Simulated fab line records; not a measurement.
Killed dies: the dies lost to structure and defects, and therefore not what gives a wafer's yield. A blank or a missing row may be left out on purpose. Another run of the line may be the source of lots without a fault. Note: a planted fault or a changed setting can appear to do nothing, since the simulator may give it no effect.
Comparing a struck lot with a sound one / flow gf180mcu / 43 out of 602 route steps
Sound: the wafers L268.1, L268.3, L268.4. Wafers struck: L278.1, L278.2, L278.5. The cause is named last.
For every step that has rows: the tool of each side, followed by ch and its chambers, followed by its first start. Under that, the readings that differ: sound wafers / struck wafers / difference of the means / sigmas: that difference in standard deviations of wafers without a fault.
alike: readings whose means differ by less than 2 such deviations, and words and numbers that are the same on both sides. not compared: withheld readings, readings that some wafer has no value for, bounds like >300 that may hide the same value, and numbers for which the record gives no deviation and whose values overlap.
A row with sigmas, a row that says differs or no value, or rows on one side alone: a step with any of these is where the two part. Non-overlapping numbers with no deviation appear without sigmas and do not part them. A reading that every wafer of one side lacks parts them only if that side has two wafers or more.

GF_STI_CMP_25: polishes, stops on Si3N4, t overpolish 33 s, target thk 524.6 nm.
  sound on cmp-02 ch 0,1,3, day 2 04:58; struck on cmp-01 ch 2,3, day 4 11:34
  alike: motor_current_A, overpolish_run_s, time_to_endpoint_s
then, 4 steps without rows for these wafers: GF_STI_WET_ETCH_26 (etches SiO2 in dHF, target depth 94 nm, time 188 s); GF_STI_WET_ETCH_27 (etches Si3N4 in H3PO4, target depth 160 nm, time 1825 s); GF_STI_WET_ETCH_28 (etches SiO2 in dHF, target depth 20 nm, time 40 s); GF_STI_OXIDATION_29 (stabilise 600 s, purge 300 s, target thk 10 nm).
GF_STI_THK_MEAS_30:
  sound: film_metro-01 at day 2 07:13; struck: film_metro-01 at day 4 14:05
  alike: STI_OXIDATION_02_THK
then, 6 steps without rows for these wafers: GF_DNWELL_DEHYDRATE_00 (time 60 s); GF_DNWELL_HMDS_01 (prime time 60 s); GF_DNWELL_COAT_02 (resist thk 3000 nm); GF_DNWELL_SOFTBAKE_03; GF_DNWELL_EXPOSE_04 (exposes mask DNWELL, target cd 1700 nm); GF_DNWELL_PEB_05.
GF_DNWELL_DEVELOP_06: develop time 60 s.
  sound on litho_track-04 ch 0, day 2 19:00; struck on litho_track-04 ch 0, day 5 04:00
  alike: chill_plate_temp_C
following that, these wafers have no rows for 1 step: GF_DNWELL_IMPLANT_07.
GF_DNWELL_STRIP_08: strips in O2/N2.
  sound on plasma_asher-02 ch 0,1, day 2 19:30; struck on plasma_asher-02 ch 0,1, day 5 04:20
reading=strip_time_to_endpoint_s (s); sound=37.20 37.08 37.13; struck=36.85 36.81 36.93; difference=-0.27; sigmas=-2
  alike: drypump_motor_current_A, heater_power_w, oes_product_au, platen_temp_c
  not compared: rf_hours_counter_h
GF_DNWELL_TW_MEAS_09:
  sound: film_metro-03 at day 2 19:36; struck: film_metro-03 at day 5 04:26
  alike: DNWELL_TW
then, 7 steps without rows for these wafers: GF_NWELL_DEHYDRATE_00 (time 60 s); GF_NWELL_HMDS_01 (prime time 60 s); GF_NWELL_COAT_02 (resist thk 3000 nm); GF_NWELL_SOFTBAKE_03; GF_NWELL_EXPOSE_04 (exposes mask Nwell, target cd 860 nm); GF_NWELL_PEB_05; GF_NWELL_DEVELOP_06 (develop time 60 s).
GF_NWELL_OVL_MEAS_07:
  sound: overlay-01 at day 3 08:27; struck: overlay-01 at day 5 18:44
  alike: NWELL_OVL
then, 2 steps without rows for these wafers: GF_NWELL_IMPLANT_08; GF_NWELL_IMPLANT_09.
GF_NWELL_STRIP_10: strips in O2/N2.
  sound on plasma_asher-04 ch 0,1, day 3 08:47; struck on plasma_asher-02 ch 0,1, day 5 19:05
reading=strip_time_to_endpoint_s (s); sound=36.90 36.92 36.90; struck=37.09 37.06 37.16; difference=+0.20; sigmas=+2
  alike: drypump_motor_current_A, heater_power_w, oes_product_au, platen_temp_c
  not compared: rf_hours_counter_h
GF_NWELL_TW_MEAS_11:
  sound: film_metro-03 at day 3 08:53; struck: film_metro-04 at day 5 19:11
  alike: NWELL_TW
then, 7 steps without rows for these wafers: GF_LVPWELL_DEHYDRATE_00 (time 60 s); GF_LVPWELL_HMDS_01 (prime time 60 s); GF_LVPWELL_COAT_02 (resist thk 3000 nm); GF_LVPWELL_SOFTBAKE_03; GF_LVPWELL_EXPOSE_04 (exposes mask LVPWELL, target cd 600 nm); GF_LVPWELL_PEB_05; GF_LVPWELL_DEVELOP_06 (develop time 60 s).
GF_LVPWELL_OVL_MEAS_07:
  sound: overlay-01 at day 3 20:55; struck: overlay-01 at day 6 10:40
  alike: LVPWELL_OVL
then, 2 steps without rows for these wafers: GF_LVPWELL_IMPLANT_08; GF_LVPWELL_IMPLANT_09.
GF_LVPWELL_STRIP_10: strips in O2/N2.
  sound on plasma_asher-03 ch 0,1, day 3 21:16; struck on plasma_asher-03 ch 0,1, day 6 11:01
  alike: drypump_motor_current_A, heater_power_w, oes_product_au, platen_temp_c, strip_time_to_endpoint_s
  not compared: rf_hours_counter_h
GF_LVPWELL_TW_MEAS_11:
  sound: film_metro-02 at day 3 21:22; struck: film_metro-02 at day 6 11:07
reading=LVPWELL_TW; sound=558.8 556.8 559.1; struck=562.4 565.1 565.2; difference=+6.0; sigmas=+2
then, 2 steps without rows for these wafers: GF_MVSD_DEHYDRATE_00 (time 60 s); GF_MVSD_HMDS_01 (prime time 60 s).
-- the record jumps here: 26 days lie between the struck wafers' starts before and after (it left off in module MVSD and takes up again in module PASSIVATION, whose first step shown is number 602 of the route) --
GF_PASSIVATION_PROBE_99:
  the record has rows for the struck wafers here (prober-01, day 32 05:40) and none for the sound ones

== WHERE THEY PART ==
Last at GF_PASSIVATION_PROBE_99 as far as this record goes, first at GF_DNWELL_STRIP_08.

WHY: whatever the simulator had introduced
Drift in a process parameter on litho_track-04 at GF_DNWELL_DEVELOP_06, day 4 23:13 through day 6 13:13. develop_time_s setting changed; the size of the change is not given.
